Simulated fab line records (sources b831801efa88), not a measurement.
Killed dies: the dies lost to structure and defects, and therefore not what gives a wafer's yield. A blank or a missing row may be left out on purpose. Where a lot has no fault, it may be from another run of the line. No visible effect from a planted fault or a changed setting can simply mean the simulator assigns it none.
Which of the tools did it? :: flow gf180mcu :: 72 wafers from 24 lots sampled at 6 of the route's 602 steps

## WHAT THE GAUGES READ, wafer by wafer
No reading from a measuring or inspecting step in the record can be judged against a usual standard deviation.

## TOOL THAT RAN EACH LOT (tool first, then ch and the chambers of the sampled wafers, then the start)
lot: L074
GF_M2_METAL_ETCH_16: rie-metal-03 ch 1, day 19 02:35
GF_V2_SPUTTER_21: pvd-sputter-01, day 20 05:24
GF_V3_SPUTTER_21: pvd-sputter-03, day 22 07:28
GF_MIM_SPUTTER_03: pvd-sputter-02, day 24 07:01
GF_V5_ETCH_16: rie-diel-01 ch 1,2, day 27 01:16
GF_V5_SPUTTER_21: pvd-sputter-03, day 27 01:57

lot: L075
GF_M2_METAL_ETCH_16: rie-metal-04 ch 1, day 19 10:40
GF_V2_SPUTTER_21: pvd-sputter-01, day 20 12:55
GF_V3_SPUTTER_21: pvd-sputter-03, day 22 15:13
GF_MIM_SPUTTER_03: pvd-sputter-03, day 24 16:35
GF_V5_ETCH_16: rie-diel-02 ch 2,3, day 27 09:54
GF_V5_SPUTTER_21: pvd-sputter-03, day 27 10:43

lot: L076
GF_M2_METAL_ETCH_16: rie-metal-02 ch 0,1, day 19 23:28
GF_V2_SPUTTER_21: pvd-sputter-04, day 21 01:37
GF_V3_SPUTTER_21: pvd-sputter-01, day 23 02:34
GF_MIM_SPUTTER_03: pvd-sputter-03, day 25 02:11
GF_V5_ETCH_16: rie-diel-04 ch 0,1,3, day 27 18:34
GF_V5_SPUTTER_21: pvd-sputter-04, day 27 19:14

lot: L077
GF_M2_METAL_ETCH_16: rie-metal-02 ch 0,1, day 20 09:13
GF_V2_SPUTTER_21: pvd-sputter-04, day 21 10:50
GF_V3_SPUTTER_21: pvd-sputter-03, day 23 12:22
GF_MIM_SPUTTER_03: pvd-sputter-04, day 25 11:38
GF_V5_ETCH_16: rie-diel-02 ch 0,1,2, day 28 01:40
GF_V5_SPUTTER_21: pvd-sputter-03, day 28 02:20

lot: L078
GF_M2_METAL_ETCH_16: rie-metal-04 ch 1, day 20 15:53
GF_V2_SPUTTER_21: pvd-sputter-01, day 21 18:43
GF_V3_SPUTTER_21: pvd-sputter-01, day 23 19:37
GF_MIM_SPUTTER_03: pvd-sputter-03, day 25 18:55
GF_V5_ETCH_16: rie-diel-02 ch 1,2, day 28 09:24
GF_V5_SPUTTER_21: pvd-sputter-04, day 28 10:05

lot: L079
GF_M2_METAL_ETCH_16: rie-metal-03 ch 0,1, day 21 02:50
GF_V2_SPUTTER_21: pvd-sputter-04, day 22 05:10
GF_V3_SPUTTER_21: pvd-sputter-04, day 24 05:11
GF_MIM_SPUTTER_03: pvd-sputter-03, day 26 04:07
GF_V5_ETCH_16: rie-diel-02 ch 2,3, day 28 18:18
GF_V5_SPUTTER_21: pvd-sputter-01, day 28 18:59

lot: L080
GF_M2_METAL_ETCH_16: rie-metal-04 ch 0,1, day 21 12:54
GF_V2_SPUTTER_21: pvd-sputter-01, day 22 14:22
GF_V3_SPUTTER_21: pvd-sputter-01, day 24 13:46
GF_MIM_SPUTTER_03: pvd-sputter-04, day 26 11:56
GF_V5_ETCH_16: rie-diel-02 ch 2,3, day 29 01:14
GF_V5_SPUTTER_21: pvd-sputter-01, day 29 02:26

lot: L081
GF_M2_METAL_ETCH_16: rie-metal-03 ch 0,1, day 21 23:51
GF_V2_SPUTTER_21: pvd-sputter-01, day 23 00:58
GF_V3_SPUTTER_21: pvd-sputter-01, day 25 00:01
GF_MIM_SPUTTER_03: pvd-sputter-03, day 26 21:08
GF_V5_ETCH_16: rie-diel-02 ch 0,2,3, day 29 10:25
GF_V5_SPUTTER_21: pvd-sputter-04, day 29 11:07

lot: L082
GF_M2_METAL_ETCH_16: rie-metal-04 ch 0, day 22 10:19
GF_V2_SPUTTER_21: pvd-sputter-04, day 23 11:49
GF_V3_SPUTTER_21: pvd-sputter-01, day 25 10:31
GF_MIM_SPUTTER_03: pvd-sputter-04, day 27 07:31
GF_V5_ETCH_16: rie-diel-02 ch 2,3, day 29 19:56
GF_V5_SPUTTER_21: pvd-sputter-03, day 29 20:37

lot: L083
GF_M2_METAL_ETCH_16: rie-metal-03 ch 0,1, day 22 17:25
GF_V2_SPUTTER_21: pvd-sputter-02, day 23 18:28
GF_V3_SPUTTER_21: pvd-sputter-04, day 25 17:01
GF_MIM_SPUTTER_03: pvd-sputter-04, day 27 14:04
GF_V5_ETCH_16: rie-diel-01 ch 0,1,2, day 30 00:58
GF_V5_SPUTTER_21: pvd-sputter-03, day 30 01:45

lot: L084
GF_M2_METAL_ETCH_16: rie-metal-03 ch 0,1, day 23 00:32
GF_V2_SPUTTER_21: pvd-sputter-01, day 24 01:18
GF_V3_SPUTTER_21: pvd-sputter-01, day 25 23:09
GF_MIM_SPUTTER_03: pvd-sputter-03, day 27 19:16
GF_V5_ETCH_16: rie-diel-02 ch 0,1,2, day 30 05:40
GF_V5_SPUTTER_21: pvd-sputter-03, day 30 06:29

lot: L085
GF_M2_METAL_ETCH_16: rie-metal-03 ch 0,1, day 23 05:47
GF_V2_SPUTTER_21: pvd-sputter-02, day 24 05:55
GF_V3_SPUTTER_21: pvd-sputter-04, day 26 04:13
GF_MIM_SPUTTER_03: pvd-sputter-03, day 28 00:20
GF_V5_ETCH_16: rie-diel-02 ch 0,1,3, day 30 10:11
GF_V5_SPUTTER_21: pvd-sputter-01, day 30 10:56

lot: L086
GF_M2_METAL_ETCH_16: rie-metal-02 ch 0,1, day 23 14:40
GF_V2_SPUTTER_21: pvd-sputter-01, day 24 15:01
GF_V3_SPUTTER_21: pvd-sputter-04, day 26 12:16
GF_MIM_SPUTTER_03: pvd-sputter-04, day 28 08:47
GF_V5_ETCH_16: rie-diel-01 ch 0,3, day 30 18:03
GF_V5_SPUTTER_21: pvd-sputter-04, day 30 18:45

lot: L087
GF_M2_METAL_ETCH_16: rie-metal-04 ch 0,1, day 24 01:02
GF_V2_SPUTTER_21: pvd-sputter-02, day 25 01:24
GF_V3_SPUTTER_21: pvd-sputter-01, day 26 22:31
GF_MIM_SPUTTER_03: pvd-sputter-04, day 28 18:02
GF_V5_ETCH_16: rie-diel-02 ch 0,1, day 31 01:47
GF_V5_SPUTTER_21: pvd-sputter-01, day 31 02:29

lot: L088
GF_M2_METAL_ETCH_16: rie-metal-02 ch 0,1, day 24 10:31
GF_V2_SPUTTER_21: pvd-sputter-04, day 25 10:17
GF_V3_SPUTTER_21: pvd-sputter-03, day 27 06:04
GF_MIM_SPUTTER_03: pvd-sputter-03, day 29 01:13
GF_V5_ETCH_16: rie-diel-04 ch 1,3, day 31 09:26
GF_V5_SPUTTER_21: pvd-sputter-03, day 31 10:08

lot: L089
GF_M2_METAL_ETCH_16: rie-metal-02 ch 0,1, day 24 19:37
GF_V2_SPUTTER_21: pvd-sputter-01, day 25 18:44
GF_V3_SPUTTER_21: pvd-sputter-03, day 27 14:37
GF_MIM_SPUTTER_03: pvd-sputter-02, day 29 08:49
GF_V5_ETCH_16: rie-diel-04 ch 0,2,3, day 31 16:13
GF_V5_SPUTTER_21: pvd-sputter-03, day 31 16:53

lot: L090
GF_M2_METAL_ETCH_16: rie-metal-04 ch 0,1, day 24 22:40
GF_V2_SPUTTER_21: pvd-sputter-04, day 25 21:49
GF_V3_SPUTTER_21: pvd-sputter-04, day 27 17:43
GF_MIM_SPUTTER_03: pvd-sputter-04, day 29 12:32
GF_V5_ETCH_16: rie-diel-02 ch 0,2,3, day 31 22:30
GF_V5_SPUTTER_21: pvd-sputter-04, day 31 23:11

lot: L091
GF_M2_METAL_ETCH_16: rie-metal-04 ch 1, day 25 08:10
GF_V2_SPUTTER_21: pvd-sputter-02, day 26 07:45
GF_V3_SPUTTER_21: pvd-sputter-04, day 28 02:13
GF_MIM_SPUTTER_03: pvd-sputter-03, day 29 21:50
GF_V5_ETCH_16: rie-diel-04 ch 1,3, day 32 03:59
GF_V5_SPUTTER_21: pvd-sputter-04, day 32 04:41

lot: L092
GF_M2_METAL_ETCH_16: rie-metal-04 ch 1, day 25 15:24
GF_V2_SPUTTER_21: pvd-sputter-04, day 26 14:37
GF_V3_SPUTTER_21: pvd-sputter-03, day 28 09:13
GF_MIM_SPUTTER_03: pvd-sputter-02, day 30 07:49
GF_V5_ETCH_16: rie-diel-04 ch 2,3, day 32 13:24
GF_V5_SPUTTER_21: pvd-sputter-03, day 32 14:05

lot: L093
GF_M2_METAL_ETCH_16: rie-metal-03 ch 0,1, day 25 19:45
GF_V2_SPUTTER_21: pvd-sputter-04, day 26 18:50
GF_V3_SPUTTER_21: pvd-sputter-04, day 28 12:49
GF_MIM_SPUTTER_03: pvd-sputter-02, day 30 06:10
GF_V5_ETCH_16: rie-diel-02 ch 0,1,3, day 32 12:38
GF_V5_SPUTTER_21: pvd-sputter-04, day 32 13:20

lot: L094
GF_M2_METAL_ETCH_16: rie-metal-03 ch 0,1, day 26 05:06
GF_V2_SPUTTER_21: pvd-sputter-01, day 27 03:39
GF_V3_SPUTTER_21: pvd-sputter-03, day 28 21:25
GF_MIM_SPUTTER_03: pvd-sputter-02, day 30 13:53
GF_V5_ETCH_16: rie-diel-01 ch 1,2,3, day 32 19:40
GF_V5_SPUTTER_21: pvd-sputter-04, day 32 20:20

lot: L095
GF_M2_METAL_ETCH_16: rie-metal-03 ch 0,1, day 26 12:22
GF_V2_SPUTTER_21: pvd-sputter-04, day 27 10:55
GF_V3_SPUTTER_21: pvd-sputter-03, day 29 04:25
GF_MIM_SPUTTER_03: pvd-sputter-04, day 30 20:55
GF_V5_ETCH_16: rie-diel-02 ch 2,3, day 33 01:26
GF_V5_SPUTTER_21: pvd-sputter-04, day 33 02:10

lot: L096
GF_M2_METAL_ETCH_16: rie-metal-02 ch 0,1, day 26 17:11
GF_V2_SPUTTER_21: pvd-sputter-04, day 27 15:36
GF_V3_SPUTTER_21: pvd-sputter-03, day 29 08:19
GF_MIM_SPUTTER_03: pvd-sputter-03, day 31 01:16
GF_V5_ETCH_16: rie-diel-04 ch 2,3, day 33 04:46
GF_V5_SPUTTER_21: pvd-sputter-04, day 33 05:32

lot: L097
GF_M2_METAL_ETCH_16: rie-metal-04 ch 0,1, day 27 05:08
GF_V2_SPUTTER_21: pvd-sputter-02, day 28 02:37
GF_V3_SPUTTER_21: pvd-sputter-01, day 29 19:11
GF_MIM_SPUTTER_03: pvd-sputter-04, day 31 11:40
GF_V5_ETCH_16: rie-diel-04 ch 0,1,2, day 33 14:39
GF_V5_SPUTTER_21: pvd-sputter-04, day 33 15:21
- GF_M2_METAL_ETCH_16: etches the open film in Cl2/BCl3, stops on SiO2, target depth 627.5 nm, time 104.6 s.
- GF_V2_SPUTTER_21: material Ti, target thk 15 nm, time 80.02 s.
- GF_V3_SPUTTER_21: material Ti, target thk 15 nm, time 80.02 s.
- GF_MIM_SPUTTER_03: material Ti, target thk 10 nm, time 6.7 s.
- GF_V5_ETCH_16: etches BARC in N2/H2.
- GF_V5_SPUTTER_21: material Ti, target thk 15 nm, time 80.02 s.

## WHAT THE TOOLS THEMSELVES READ (means of the sampled wafers that have a number; where no wafer has one, the mark that the record gives instead)
GF_M2_METAL_ETCH_16. Usual: bias-w 140.1 W, standard deviation 0.42; drypump-motor-current-A 5.5 A, standard deviation 0.46; he-backside-leak-sccm 3.40 sccm, standard deviation 0.27; oes-product-au 0.968 a.u., standard deviation 0.0065; throttle-valve-pct 28.254 %, standard deviation 0.01.
lot: L074
tool: rie-metal-03
bias-w (W): 140.0
drypump-motor-current-A (A): 4.9
he-backside-leak-sccm (sccm): 3.39
oes-product-au (a.u.): 0.966
throttle-valve-pct (%): 28.258
flag: 

lot: L075
tool: rie-metal-04
bias-w (W): 139.7
drypump-motor-current-A (A): 6.2
he-backside-leak-sccm (sccm): 3.44
oes-product-au (a.u.): 0.976
throttle-valve-pct (%): 28.249
flag: 

lot: L076
tool: rie-metal-02
bias-w (W): 139.8
drypump-motor-current-A (A): 5.2
he-backside-leak-sccm (sccm): 3.44
oes-product-au (a.u.): 0.961
throttle-valve-pct (%): 28.264
flag: 

lot: L077
tool: rie-metal-02
bias-w (W): 140.0
drypump-motor-current-A (A): 5.2
he-backside-leak-sccm (sccm): 3.36
oes-product-au (a.u.): 0.973
throttle-valve-pct (%): 28.255
flag: 

lot: L078
tool: rie-metal-04
bias-w (W): 140.3
drypump-motor-current-A (A): 6.2
he-backside-leak-sccm (sccm): 3.66
oes-product-au (a.u.): 0.965
throttle-valve-pct (%): 28.249
flag: 

lot: L079
tool: rie-metal-03
bias-w (W): 140.2
drypump-motor-current-A (A): 5.4
he-backside-leak-sccm (sccm): 3.39
oes-product-au (a.u.): 0.965
throttle-valve-pct (%): 28.250
flag: 

lot: L080
tool: rie-metal-04
bias-w (W): 139.9
drypump-motor-current-A (A): 6.0
he-backside-leak-sccm (sccm): 3.50
oes-product-au (a.u.): 0.975
throttle-valve-pct (%): 28.257
flag: 

lot: L081
tool: rie-metal-03
bias-w (W): 140.1
drypump-motor-current-A (A): 5.1
he-backside-leak-sccm (sccm): 3.31
oes-product-au (a.u.): 0.968
throttle-valve-pct (%): 28.251
flag: 

lot: L082
tool: rie-metal-04
bias-w (W): 139.7
drypump-motor-current-A (A): 5.5
he-backside-leak-sccm (sccm): 3.45
oes-product-au (a.u.): 0.966
throttle-valve-pct (%): 28.259
flag: 

lot: L083
tool: rie-metal-03
bias-w (W): 139.9
drypump-motor-current-A (A): 5.1
he-backside-leak-sccm (sccm): 3.29
oes-product-au (a.u.): 0.968
throttle-valve-pct (%): 28.247
flag: 

lot: L084
tool: rie-metal-03
bias-w (W): 140.0
drypump-motor-current-A (A): 5.4
he-backside-leak-sccm (sccm): 3.31
oes-product-au (a.u.): 0.964
throttle-valve-pct (%): 28.261
flag: 

lot: L085
tool: rie-metal-03
bias-w (W): 139.9
drypump-motor-current-A (A): 5.2
he-backside-leak-sccm (sccm): 3.34
oes-product-au (a.u.): 0.963
throttle-valve-pct (%): 28.261
flag: 

lot: L086
tool: rie-metal-02
bias-w (W): 140.0
drypump-motor-current-A (A): 5.2
he-backside-leak-sccm (sccm): 3.32
oes-product-au (a.u.): 0.969
throttle-valve-pct (%): 28.253
flag: 

lot: L087
tool: rie-metal-04
bias-w (W): 140.0
drypump-motor-current-A (A): 5.8
he-backside-leak-sccm (sccm): 3.44
oes-product-au (a.u.): 0.967
throttle-valve-pct (%): 28.253
flag: 

lot: L088
tool: rie-metal-02
bias-w (W): 140.0
drypump-motor-current-A (A): 5.4
he-backside-leak-sccm (sccm): 3.34
oes-product-au (a.u.): 0.971
throttle-valve-pct (%): 28.255
flag: 

lot: L089
tool: rie-metal-02
bias-w (W): 140.3
drypump-motor-current-A (A): 5.4
he-backside-leak-sccm (sccm): 3.22
oes-product-au (a.u.): 0.970
throttle-valve-pct (%): 28.248
flag: 

lot: L090
tool: rie-metal-04
bias-w (W): 140.1
drypump-motor-current-A (A): 6.0
he-backside-leak-sccm (sccm): 3.37
oes-product-au (a.u.): 0.964
throttle-valve-pct (%): 28.244
flag: 

lot: L091
tool: rie-metal-04
bias-w (W): 140.9
drypump-motor-current-A (A): 6.2
he-backside-leak-sccm (sccm): 3.69
oes-product-au (a.u.): 0.968
throttle-valve-pct (%): 28.254
flag: 

lot: L092
tool: rie-metal-04
bias-w (W): 140.2
drypump-motor-current-A (A): 6.2
he-backside-leak-sccm (sccm): 3.42
oes-product-au (a.u.): 0.967
throttle-valve-pct (%): 28.263
flag: 

lot: L093
tool: rie-metal-03
bias-w (W): 140.3
drypump-motor-current-A (A): 5.4
he-backside-leak-sccm (sccm): 3.33
oes-product-au (a.u.): 0.977
throttle-valve-pct (%): 28.248
flag: 

lot: L094
tool: rie-metal-03
bias-w (W): 140.3
drypump-motor-current-A (A): 5.4
he-backside-leak-sccm (sccm): 3.34
oes-product-au (a.u.): 0.971
throttle-valve-pct (%): 28.254
flag: 

lot: L095
tool: rie-metal-03
bias-w (W): 140.1
drypump-motor-current-A (A): 5.1
he-backside-leak-sccm (sccm): 3.28
oes-product-au (a.u.): 0.968
throttle-valve-pct (%): 28.251
flag: 

lot: L096
tool: rie-metal-02
bias-w (W): 139.9
drypump-motor-current-A (A): 5.4
he-backside-leak-sccm (sccm): 3.27
oes-product-au (a.u.): 0.959
throttle-valve-pct (%): 28.270
flag: 

lot: L097
tool: rie-metal-04
bias-w (W): 140.0
drypump-motor-current-A (A): 6.0
he-backside-leak-sccm (sccm): 3.56
oes-product-au (a.u.): 0.965
throttle-valve-pct (%): 28.258
flag: 

GF_V2_SPUTTER_21. Usual: 29.7 % for throttle-valve-pct, sd 1.1.
lot: L074
tool: pvd-sputter-01
throttle-valve-pct (%): 29.3
flag: 

lot: L075
tool: pvd-sputter-01
throttle-valve-pct (%): 29.4
flag: 

lot: L076
tool: pvd-sputter-04
throttle-valve-pct (%): 29.2
flag: 

lot: L077
tool: pvd-sputter-04
throttle-valve-pct (%): 31.1
flag: 

lot: L078
tool: pvd-sputter-01
throttle-valve-pct (%): 29.2
flag: 

lot: L079
tool: pvd-sputter-04
throttle-valve-pct (%): 30.2
flag: 

lot: L080
tool: pvd-sputter-01
throttle-valve-pct (%): 30.2
flag: 

lot: L081
tool: pvd-sputter-01
throttle-valve-pct (%): 30.1
flag: 

lot: L082
tool: pvd-sputter-04
throttle-valve-pct (%): 30.8
flag: 

lot: L083
tool: pvd-sputter-02
throttle-valve-pct (%): 29.1
flag: 

lot: L084
tool: pvd-sputter-01
throttle-valve-pct (%): 29.5
flag: 

lot: L085
tool: pvd-sputter-02
throttle-valve-pct (%): 29.4
flag: 

lot: L086
tool: pvd-sputter-01
throttle-valve-pct (%): 29.6
flag: 

lot: L087
tool: pvd-sputter-02
throttle-valve-pct (%): 28.8
flag: 

lot: L088
tool: pvd-sputter-04
throttle-valve-pct (%): 31.1
flag: 

lot: L089
tool: pvd-sputter-01
throttle-valve-pct (%): 29.5
flag: 

lot: L090
tool: pvd-sputter-04
throttle-valve-pct (%): 28.9
flag: 

lot: L091
tool: pvd-sputter-02
throttle-valve-pct (%): 28.4
flag: 

lot: L092
tool: pvd-sputter-04
throttle-valve-pct (%): 29.0
flag: 

lot: L093
tool: pvd-sputter-04
throttle-valve-pct (%): 30.3
flag: 

lot: L094
tool: pvd-sputter-01
throttle-valve-pct (%): 29.7
flag: 

lot: L095
tool: pvd-sputter-04
throttle-valve-pct (%): 30.1
flag: 

lot: L096
tool: pvd-sputter-04
throttle-valve-pct (%): 31.2
flag: 

lot: L097
tool: pvd-sputter-02
throttle-valve-pct (%): 29.4
flag: 

GF_V3_SPUTTER_21. Usual: 30.0 % for throttle-valve-pct, sd 0.94.
lot: L074
tool: pvd-sputter-03
throttle-valve-pct (%): 30.5
flag: 

lot: L075
tool: pvd-sputter-03
throttle-valve-pct (%): 30.3
flag: 

lot: L076
tool: pvd-sputter-01
throttle-valve-pct (%): 29.6
flag: 

lot: L077
tool: pvd-sputter-03
throttle-valve-pct (%): 30.4
flag: 

lot: L078
tool: pvd-sputter-01
throttle-valve-pct (%): 29.1
flag: 

lot: L079
tool: pvd-sputter-04
throttle-valve-pct (%): 30.9
flag: 

lot: L080
tool: pvd-sputter-01
throttle-valve-pct (%): 29.8
flag: 

lot: L081
tool: pvd-sputter-01
throttle-valve-pct (%): 30.1
flag: 

lot: L082
tool: pvd-sputter-01
throttle-valve-pct (%): 29.5
flag: 

lot: L083
tool: pvd-sputter-04
throttle-valve-pct (%): 29.5
flag: 

lot: L084
tool: pvd-sputter-01
throttle-valve-pct (%): 29.1
flag: 

lot: L085
tool: pvd-sputter-04
throttle-valve-pct (%): 30.2
flag: 

lot: L086
tool: pvd-sputter-04
throttle-valve-pct (%): 30.2
flag: 

lot: L087
tool: pvd-sputter-01
throttle-valve-pct (%): 29.6
flag: 

lot: L088
tool: pvd-sputter-03
throttle-valve-pct (%): 30.2
flag: 

lot: L089
tool: pvd-sputter-03
throttle-valve-pct (%): 30.1
flag: 

lot: L090
tool: pvd-sputter-04
throttle-valve-pct (%): 30.1
flag: 

lot: L091
tool: pvd-sputter-04
throttle-valve-pct (%): 30.7
flag: 

lot: L092
tool: pvd-sputter-03
throttle-valve-pct (%): 30.0
flag: 

lot: L093
tool: pvd-sputter-04
throttle-valve-pct (%): 29.6
flag: 

lot: L094
tool: pvd-sputter-03
throttle-valve-pct (%): 30.3
flag: 

lot: L095
tool: pvd-sputter-03
throttle-valve-pct (%): 30.5
flag: 

lot: L096
tool: pvd-sputter-03
throttle-valve-pct (%): 30.5
flag: 

lot: L097
tool: pvd-sputter-01
throttle-valve-pct (%): 29.5
flag: 

GF_MIM_SPUTTER_03. Usual: 30.0 % for throttle-valve-pct, sd 1.
lot: L074
tool: pvd-sputter-02
throttle-valve-pct (%): 29.7
flag: 

lot: L075
tool: pvd-sputter-03
throttle-valve-pct (%): 30.3
flag: 

lot: L076
tool: pvd-sputter-03
throttle-valve-pct (%): 30.6
flag: 

lot: L077
tool: pvd-sputter-04
throttle-valve-pct (%): 31.0
flag: 

lot: L078
tool: pvd-sputter-03
throttle-valve-pct (%): 30.4
flag: 

lot: L079
tool: pvd-sputter-03
throttle-valve-pct (%): 30.2
flag: 

lot: L080
tool: pvd-sputter-04
throttle-valve-pct (%): 30.4
flag: 

lot: L081
tool: pvd-sputter-03
throttle-valve-pct (%): 30.6
flag: 

lot: L082
tool: pvd-sputter-04
throttle-valve-pct (%): 30.8
flag: 

lot: L083
tool: pvd-sputter-04
throttle-valve-pct (%): 30.7
flag: 

lot: L084
tool: pvd-sputter-03
throttle-valve-pct (%): 30.5
flag: 

lot: L085
tool: pvd-sputter-03
throttle-valve-pct (%): 30.7
flag: 

lot: L086
tool: pvd-sputter-04
throttle-valve-pct (%): 30.5
flag: 

lot: L087
tool: pvd-sputter-04
throttle-valve-pct (%): 31.1
flag: 

lot: L088
tool: pvd-sputter-03
throttle-valve-pct (%): 31.0
flag: 

lot: L089
tool: pvd-sputter-02
throttle-valve-pct (%): 28.7
flag: 

lot: L090
tool: pvd-sputter-04
throttle-valve-pct (%): 30.3
flag: 

lot: L091
tool: pvd-sputter-03
throttle-valve-pct (%): 29.8
flag: 

lot: L092
tool: pvd-sputter-02
throttle-valve-pct (%): 29.5
flag: 

lot: L093
tool: pvd-sputter-02
throttle-valve-pct (%): 29.4
flag: 

lot: L094
tool: pvd-sputter-02
throttle-valve-pct (%): 29.1
flag: 

lot: L095
tool: pvd-sputter-04
throttle-valve-pct (%): 29.5
flag: 

lot: L096
tool: pvd-sputter-03
throttle-valve-pct (%): 30.0
flag: 

lot: L097
tool: pvd-sputter-04
throttle-valve-pct (%): 30.0
flag: 

GF_V5_ETCH_16. Usual: bias-w 100.0 W, standard deviation 0.32; drypump-motor-current-A 5.35 A, standard deviation 0.29; oes-product-au 0.856 a.u., standard deviation 0.0045; throttle-valve-pct 13.225 %, standard deviation 0.01.
lot: L074
tool: rie-diel-01
bias-w (W): 100.0
drypump-motor-current-A (A): 5.40
oes-product-au (a.u.): 0.858
throttle-valve-pct (%): 13.230
flag: 

lot: L075
tool: rie-diel-02
bias-w (W): 100.5
drypump-motor-current-A (A): 5.08
oes-product-au (a.u.): 0.858
throttle-valve-pct (%): 13.220
flag: 

lot: L076
tool: rie-diel-04
bias-w (W): 99.7
drypump-motor-current-A (A): 5.28
oes-product-au (a.u.): 0.855
throttle-valve-pct (%): 13.212
flag: 

lot: L077
tool: rie-diel-02
bias-w (W): 100.1
drypump-motor-current-A (A): 5.45
oes-product-au (a.u.): 0.858
throttle-valve-pct (%): 13.226
flag: 

lot: L078
tool: rie-diel-02
bias-w (W): 99.9
drypump-motor-current-A (A): 5.62
oes-product-au (a.u.): 0.858
throttle-valve-pct (%): 13.221
flag: 

lot: L079
tool: rie-diel-02
bias-w (W): 99.7
drypump-motor-current-A (A): 5.08
oes-product-au (a.u.): 0.856
throttle-valve-pct (%): 13.228
flag: 

lot: L080
tool: rie-diel-02
bias-w (W): 100.0
drypump-motor-current-A (A): 5.09
oes-product-au (a.u.): 0.857
throttle-valve-pct (%): 13.218
flag: 

lot: L081
tool: rie-diel-02
bias-w (W): 100.2
drypump-motor-current-A (A): 5.25
oes-product-au (a.u.): 0.859
throttle-valve-pct (%): 13.219
flag: 

lot: L082
tool: rie-diel-02
bias-w (W): 99.9
drypump-motor-current-A (A): 5.09
oes-product-au (a.u.): 0.854
throttle-valve-pct (%): 13.237
flag: 

lot: L083
tool: rie-diel-01
bias-w (W): 99.8
drypump-motor-current-A (A): 5.32
oes-product-au (a.u.): 0.854
throttle-valve-pct (%): 13.218
flag: 

lot: L084
tool: rie-diel-02
bias-w (W): 100.3
drypump-motor-current-A (A): 5.45
oes-product-au (a.u.): 0.850
throttle-valve-pct (%): 13.229
flag: 

lot: L085
tool: rie-diel-02
bias-w (W): 99.9
drypump-motor-current-A (A): 5.60
oes-product-au (a.u.): 0.854
throttle-valve-pct (%): 13.222
flag: 

lot: L086
tool: rie-diel-01
bias-w (W): 99.9
drypump-motor-current-A (A): 5.24
oes-product-au (a.u.): 0.857
throttle-valve-pct (%): 13.222
flag: 

lot: L087
tool: rie-diel-02
bias-w (W): 99.7
drypump-motor-current-A (A): 5.79
oes-product-au (a.u.): 0.854
throttle-valve-pct (%): 13.224
flag: 

lot: L088
tool: rie-diel-04
bias-w (W): 100.3
drypump-motor-current-A (A): 5.44
oes-product-au (a.u.): 0.851
throttle-valve-pct (%): 13.233
flag: 

lot: L089
tool: rie-diel-04
bias-w (W): 100.1
drypump-motor-current-A (A): 5.24
oes-product-au (a.u.): 0.857
throttle-valve-pct (%): 13.225
flag: 

lot: L090
tool: rie-diel-02
bias-w (W): 100.1
drypump-motor-current-A (A): 5.24
oes-product-au (a.u.): 0.850
throttle-valve-pct (%): 13.231
flag: 

lot: L091
tool: rie-diel-04
bias-w (W): 99.9
drypump-motor-current-A (A): 5.51
oes-product-au (a.u.): 0.857
throttle-valve-pct (%): 13.224
flag: 

lot: L092
tool: rie-diel-04
bias-w (W): 100.1
drypump-motor-current-A (A): 5.42
oes-product-au (a.u.): 0.856
throttle-valve-pct (%): 13.226
flag: 

lot: L093
tool: rie-diel-02
bias-w (W): 100.0
drypump-motor-current-A (A): 5.58
oes-product-au (a.u.): 0.855
throttle-valve-pct (%): 13.226
flag: 

lot: L094
tool: rie-diel-01
bias-w (W): 100.4
drypump-motor-current-A (A): 5.30
oes-product-au (a.u.): 0.854
throttle-valve-pct (%): 13.221
flag: 

lot: L095
tool: rie-diel-02
bias-w (W): 99.9
drypump-motor-current-A (A): 5.10
oes-product-au (a.u.): 0.856
throttle-valve-pct (%): 13.230
flag: 

lot: L096
tool: rie-diel-04
bias-w (W): 100.0
drypump-motor-current-A (A): 5.41
oes-product-au (a.u.): 0.859
throttle-valve-pct (%): 13.231
flag: 

lot: L097
tool: rie-diel-04
bias-w (W): 100.2
drypump-motor-current-A (A): 5.30
oes-product-au (a.u.): 0.855
throttle-valve-pct (%): 13.221
flag: 

GF_V5_SPUTTER_21. Usual: 30.1 % for throttle-valve-pct, sd 1.
lot: L074
tool: pvd-sputter-03
throttle-valve-pct (%): 30.5
flag: 

lot: L075
tool: pvd-sputter-03
throttle-valve-pct (%): 30.0
flag: 

lot: L076
tool: pvd-sputter-04
throttle-valve-pct (%): 28.9
flag: 

lot: L077
tool: pvd-sputter-03
throttle-valve-pct (%): 29.8
flag: 

lot: L078
tool: pvd-sputter-04
throttle-valve-pct (%): 30.7
flag: 

lot: L079
tool: pvd-sputter-01
throttle-valve-pct (%): 30.0
flag: 

lot: L080
tool: pvd-sputter-01
throttle-valve-pct (%): 29.5
flag: 

lot: L081
tool: pvd-sputter-04
throttle-valve-pct (%): 30.9
flag: 

lot: L082
tool: pvd-sputter-03
throttle-valve-pct (%): 29.8
flag: 

lot: L083
tool: pvd-sputter-03
throttle-valve-pct (%): 29.7
flag: 

lot: L084
tool: pvd-sputter-03
throttle-valve-pct (%): 30.0
flag: 

lot: L085
tool: pvd-sputter-01
throttle-valve-pct (%): 28.7
flag: 

lot: L086
tool: pvd-sputter-04
throttle-valve-pct (%): 29.9
flag: 

lot: L087
tool: pvd-sputter-01
throttle-valve-pct (%): 29.3
flag: 

lot: L088
tool: pvd-sputter-03
throttle-valve-pct (%): 31.2
flag: 

lot: L089
tool: pvd-sputter-03
throttle-valve-pct (%): 30.3
flag: 

lot: L090
tool: pvd-sputter-04
throttle-valve-pct (%): 30.5
flag: 

lot: L091
tool: pvd-sputter-04
throttle-valve-pct (%): 29.0
flag: 

lot: L092
tool: pvd-sputter-03
throttle-valve-pct (%): 30.5
flag: 

lot: L093
tool: pvd-sputter-04
throttle-valve-pct (%): 30.2
flag: 

lot: L094
tool: pvd-sputter-04
throttle-valve-pct (%): 30.7
flag: 

lot: L095
tool: pvd-sputter-04
throttle-valve-pct (%): 30.7
flag: 

lot: L096
tool: pvd-sputter-04
throttle-valve-pct (%): 30.7
flag: 

lot: L097
tool: pvd-sputter-04
throttle-valve-pct (%): 29.6
flag: 

## THE ANSWER, worked out from the rows above alone
Rule: take the mean of a lot's wafers that have a number; if it is more than 3 standard deviations from the usual mean, the lot is off. A lot without any number at a reading at which 4 lots or more have one is off too. All remaining lots with rows at the step are treated as sound. After the gauges, taken in route order, come the tools' own readings; for these a lot's mean is taken, as printed above. At the first step where some lot is off, the reading lying furthest off is the one used; lots without a number count as furthest.
None of the lots is off at any reading shown; this tells nothing.

## WHAT THE SIMULATOR HAD INSERTED
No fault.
